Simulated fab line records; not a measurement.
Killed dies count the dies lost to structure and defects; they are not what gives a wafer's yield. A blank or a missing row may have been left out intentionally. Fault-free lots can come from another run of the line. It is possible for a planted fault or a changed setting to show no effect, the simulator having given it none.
A struck lot beside a sound one    flow sky130    43 steps out of a route of 708
Sound: these wafers, L328.1, L328.3, L328.4. Struck: wafer L331.6 (left out: L331.1, a lot-mate that was not struck); the cause follows at the end.
For every step that has rows: the tool of each side, followed by ch and its chambers, followed by its first start. Under that, the readings that differ: sound wafers    struck wafers    difference of the means    sigmas: that difference in standard deviations of wafers without a fault.
alike: a reading whose means differ by less than 2 such deviations, as well as words and numbers matching on both sides. not compared: withheld readings; readings where some wafer has no value; bounds like >300 that might hide an equal value; numbers whose values overlap and for which the record gives no deviation.
The two part at a step that has a row with sigmas, a row that says differs or no value, or rows on one side only. Numbers that don't overlap but have no deviation are shown without sigmas and don't part them. A reading missing from all wafers of one side parts the sides only when that side holds two or more wafers.

SKY_LDD_P_OVL_MEAS_08:
  sound on overlay-01, day 22 03:11; struck on overlay-02, day 23 08:58
  alike: LDD_P_OVL
after that, 1 step had no rows for these wafers: SKY_LDD_P_IMPLANT_09.
SKY_LDD_P_STRIP_10: strips in O2/N2.
  sound on plasma_asher-04 ch 0,1, day 22 03:23; struck on plasma_asher-01 ch 0, day 23 09:08
reading                      sound        struck  difference  sigmas
drypump_motor_current_A (A)  6.4 6.4 6.1  5.0     -1.3        -2
  alike: o2_flow_sccm, oes_product_au, strip_time_to_endpoint_s
  not compared: rf_hours_counter_h
SKY_LDD_P_TW_MEAS_11:
  sound on film_metro-01, day 22 03:29; struck on film_metro-03, day 23 09:14
  alike: LDD_P_TW
then, 7 steps without rows for these wafers: SKY_LDD_HVN_DEHYDRATE_00 (time 60 s); SKY_LDD_HVN_HMDS_01 (prime time 60 s); SKY_LDD_HVN_COAT_02 (resist thk 300 nm); SKY_LDD_HVN_SOFTBAKE_03 (time 60 s); SKY_LDD_HVN_EXPOSE_04 (exposes mask HVNTM, target cd 700 nm); SKY_LDD_HVN_PEB_05; SKY_LDD_HVN_DEVELOP_06 (develop time 60 s).
SKY_LDD_HVN_OVL_MEAS_07:
  sound on overlay-02, day 23 09:56; struck on overlay-01, day 24 15:28
  alike: LDD_HVN_OVL
SKY_LDD_HVN_IMPLANT_08:
  sound on implanter-03 ch 0, day 23 09:59; struck on implanter-03 ch 0, day 24 15:30
  alike: dose_ions_cm2, tilt_deg
SKY_LDD_HVN_STRIP_09: strips in O2/N2.
  sound on plasma_asher-01 ch 0,1, day 23 10:08; struck on plasma_asher-02 ch 0, day 24 15:39
  alike: drypump_motor_current_A, o2_flow_sccm, oes_product_au, strip_time_to_endpoint_s
  not compared: rf_hours_counter_h
SKY_LDD_HVN_TW_MEAS_10:
  sound on film_metro-04, day 23 10:14; struck on film_metro-01, day 24 15:45
  alike: LDD_HVN_TW
then, 7 steps without rows for these wafers: SKY_LDD_HVP_DEHYDRATE_00 (time 60 s); SKY_LDD_HVP_HMDS_01 (prime time 60 s); SKY_LDD_HVP_COAT_02 (resist thk 300 nm); SKY_LDD_HVP_SOFTBAKE_03 (time 60 s); SKY_LDD_HVP_EXPOSE_04 (exposes mask HVPTM, target cd 700 nm); SKY_LDD_HVP_PEB_05; SKY_LDD_HVP_DEVELOP_06 (develop time 60 s).
SKY_LDD_HVP_OVL_MEAS_07:
  sound on overlay-02, day 24 16:34; struck on overlay-02, day 25 21:55
reading           sound        struck  difference  sigmas
LDD_HVP_OVL (nm)  0.4 0.5 1.1  -1.7    -2.4        -2
after that, 1 step had no rows for these wafers: SKY_LDD_HVP_IMPLANT_08.
SKY_LDD_HVP_STRIP_09: strips in O2/N2.
  sound on plasma_asher-03 ch 0,1, day 24 16:46; struck on plasma_asher-03 ch 0, day 25 22:06
  alike: drypump_motor_current_A, o2_flow_sccm, oes_product_au, strip_time_to_endpoint_s
  not compared: rf_hours_counter_h
SKY_LDD_HVP_TW_MEAS_10:
  sound on film_metro-02, day 24 16:52; struck on film_metro-03, day 25 22:12
  alike: LDD_HVP_TW
then, 7 steps without rows for these wafers: SKY_LDD_LDN_DEHYDRATE_00 (time 60 s); SKY_LDD_LDN_HMDS_01 (prime time 60 s); SKY_LDD_LDN_COAT_02 (resist thk 1140 nm); SKY_LDD_LDN_SOFTBAKE_03 (time 60 s); SKY_LDD_LDN_EXPOSE_04 (exposes mask LDNTM, target cd 700 nm); SKY_LDD_LDN_PEB_05; SKY_LDD_LDN_DEVELOP_06 (develop time 60 s).
SKY_LDD_LDN_OVL_MEAS_07:
  sound on overlay-02, day 25 22:53; struck on overlay-01, day 27 03:29
  alike: LDD_LDN_OVL
then, 4 steps without rows for these wafers: SKY_LDD_LDN_IMPLANT_08; SKY_LDD_LDN_IMPLANT_09; SKY_LDD_LDN_IMPLANT_10; SKY_LDD_LDN_IMPLANT_11.
SKY_LDD_LDN_STRIP_12: strips in O2/N2.
  sound on plasma_asher-01 ch 0,1, day 25 23:32; struck on plasma_asher-01 ch 1, day 27 04:07
  alike: drypump_motor_current_A, o2_flow_sccm, oes_product_au, strip_time_to_endpoint_s
  not compared: rf_hours_counter_h
SKY_LDD_LDN_TW_MEAS_13:
  sound on film_metro-03, day 25 23:38; struck on film_metro-03, day 27 04:13
  alike: LDD_LDN_TW
then, 2 steps without rows for these wafers: SKY_LDD_LDN_CLEAN_14 (cleans in SC1/SC2, time 150 s); SKY_SPACER_CVD_00 (deposits Si3N4 from DCS/NH3, target thk 43.1 nm, time 740 s).
-- the record jumps here: 22 days lie between the struck wafers' starts before and after (it left off in module SPACER and takes up again in module PAD_OPEN, whose first step shown is number 708 of the route) --
SKY_PAD_OPEN_PROBE_99:
  sound on prober-02, day 48 08:25; struck on prober-02, day 49 05:05
reading                               sound              struck  difference  sigmas
model.etest.tip_n_5v.rs_ohm_sq_range  25.87 54.06 37.84  218.8   +179.5      
  alike: killed_at_M0_to_M3, killed_at_M4_up, killed_at_contacts, killed_at_front_end, killed_at_other, killed_dies, killed_on_rim, killed_open, killed_short
  not compared: model.etest.nfet_g5v0d10v5.vt_v_range

== WHERE THEY PART ==
At SKY_LDD_P_STRIP_10 first; at SKY_LDD_HVP_OVL_MEAS_07 last (within this record only). Later steps at which nothing parts them and some readings are alike: SKY_LDD_HVP_STRIP_09, SKY_LDD_HVP_TW_MEAS_10, SKY_LDD_LDN_OVL_MEAS_07, SKY_LDD_LDN_STRIP_12, SKY_LDD_LDN_TW_MEAS_13, SKY_PAD_OPEN_PROBE_99.

WHY: what the simulator had put in
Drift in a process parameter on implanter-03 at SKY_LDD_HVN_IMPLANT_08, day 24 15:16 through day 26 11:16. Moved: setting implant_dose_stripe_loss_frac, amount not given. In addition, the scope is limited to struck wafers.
